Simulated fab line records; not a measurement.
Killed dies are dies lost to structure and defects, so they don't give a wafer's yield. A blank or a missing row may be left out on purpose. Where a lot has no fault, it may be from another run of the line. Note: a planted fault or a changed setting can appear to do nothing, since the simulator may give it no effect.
A struck lot beside a sound one | flow gf180mcu | 16 out of 602 route steps
Sound: the wafers L745.2, L745.4, L745.6. Wafers L758.1, L758.4, L758.6 were the ones struck. The cause is given at the end.
For every step that has rows: the tool of each side, followed by ch and its chambers, followed by its first start. Under that, the readings that differ: sound wafers | struck wafers | difference of the means | sigmas: that difference in standard deviations of wafers without a fault.
alike: a reading whose means differ by less than 2 such deviations, as well as words and numbers matching on both sides. not compared: withheld readings; readings where some wafer has no value; bounds like >300 that might hide an equal value; numbers whose values overlap and for which the record gives no deviation.
A row with sigmas, a row that says differs or no value, or rows on one side alone: a step with any of these is where the two part. Non-overlapping numbers with no deviation appear without sigmas and do not part them. A reading that every wafer of one side lacks parts them only if that side has two wafers or more.

first, 4 steps without rows for these wafers: GF_SAB_SOFTBAKE_05 (time 60 s); GF_SAB_EXPOSE_06 (exposes mask SAB, target cd 420 nm); GF_SAB_PEB_07; GF_SAB_DEVELOP_08 (develop time 60 s).
GF_SAB_CD_MEAS_09: the cd target is 420 nm.
  sound: cd-sem-02 at day 18 19:26; struck: cd-sem-01 at day 23 05:11
  alike: cd-nm
GF_SAB_OVL_MEAS_10:
  sound: overlay-02 at day 18 19:32; struck: overlay-02 at day 23 05:18
  reading      | sound       | struck         | difference | sigmas
  SAB_OVL (nm) | 1.3 1.4 0.8 | -0.6 -0.9 -1.6 | -2.2       | -2
GF_SAB_ETCH_11: etches SiO2 in C4F8/O2/Ar, target depth 55 nm, time 8.5 s.
  sound on rie-diel-01 ch 0,1,2, day 18 19:34; struck on rie-diel-01 ch 0,3, day 23 05:20
  alike: oes-product-au
  not compared: rf-hours-counter-h
then, 1 step without rows for these wafers: GF_SAB_WET_ETCH_12 (etches SiO2 in dHF, target depth 22 nm, time 440 s).
GF_SAB_STRIP_13: strips in O2/N2.
  sound on plasma-asher-01 ch 0,1, day 18 19:43; struck on plasma-asher-01 ch 0, day 23 05:29
  alike: drypump-motor-current-A, heater-power-w, oes-product-au, strip-time-to-endpoint-s
  not compared: rf-hours-counter-h
then, 2 steps without rows for these wafers: GF_SALICIDE_CLEAN_00 (cleans in SC1/SC2, time 150 s); GF_SALICIDE_WET_ETCH_01 (etches SiO2 in dHF, target depth 5 nm, time 100 s).
GF_SALICIDE_SPUTTER_02: material Co, target thk 10 nm, time 20 s.
  sound: pvd-sputter-03 at day 18 19:54; struck: pvd-sputter-01 at day 23 05:41
  alike: cathode-dc-power-W, throttle-valve-pct
GF_SALICIDE_SPUTTER_03: material TiN, target thk 20 nm, time 16.7 s.
  sound: pvd-sputter-03 at day 18 19:56; struck: pvd-sputter-01 at day 23 05:43
  reading                                      | sound                | struck               | difference | sigmas
  cathode-dc-power-W (W)                       | 6498.9 6498.7 6498.1 | 5846.5 5845.0 5843.5 | -653.6     | -99 or more
  model.TiN_of_SALICIDE_SPUTTER_03.thk-nm (nm) | 20.38 20.32 20.31    | 18.57 18.62 18.73    | -1.70      |
  alike: throttle-valve-pct
GF_SALICIDE_RS_MEAS_04: measurement is done with a four-point probe.
  sound: film-metro-04 at day 18 19:59; struck: film-metro-04 at day 23 05:44
  alike: SALICIDE_TIN_RS
GF_SALICIDE_THK_MEAS_05: measures by xrf.
  sound: film-metro-04 at day 18 20:05; struck: film-metro-04 at day 23 05:51
  reading               | sound          | struck         | difference | sigmas
  SALICIDE_TIN_THK (nm) | 20.3 20.3 20.3 | 18.6 18.4 18.6 | -1.8       | -5
GF_SALICIDE_RTA_06: time 30 s.
  sound on rtp-anneal-01 ch 0, day 18 20:09; struck on rtp-anneal-01 ch 0, day 23 05:55
  alike: lamp-power-pct, wafer_temp_C_max

== WHERE THEY PART ==
First at GF_SAB_OVL_MEAS_10; last, within this record, at GF_SALICIDE_THK_MEAS_05. Later steps at which nothing parts them and some readings are alike: GF_SALICIDE_RTA_06.

WHY: what had been put in by the simulator
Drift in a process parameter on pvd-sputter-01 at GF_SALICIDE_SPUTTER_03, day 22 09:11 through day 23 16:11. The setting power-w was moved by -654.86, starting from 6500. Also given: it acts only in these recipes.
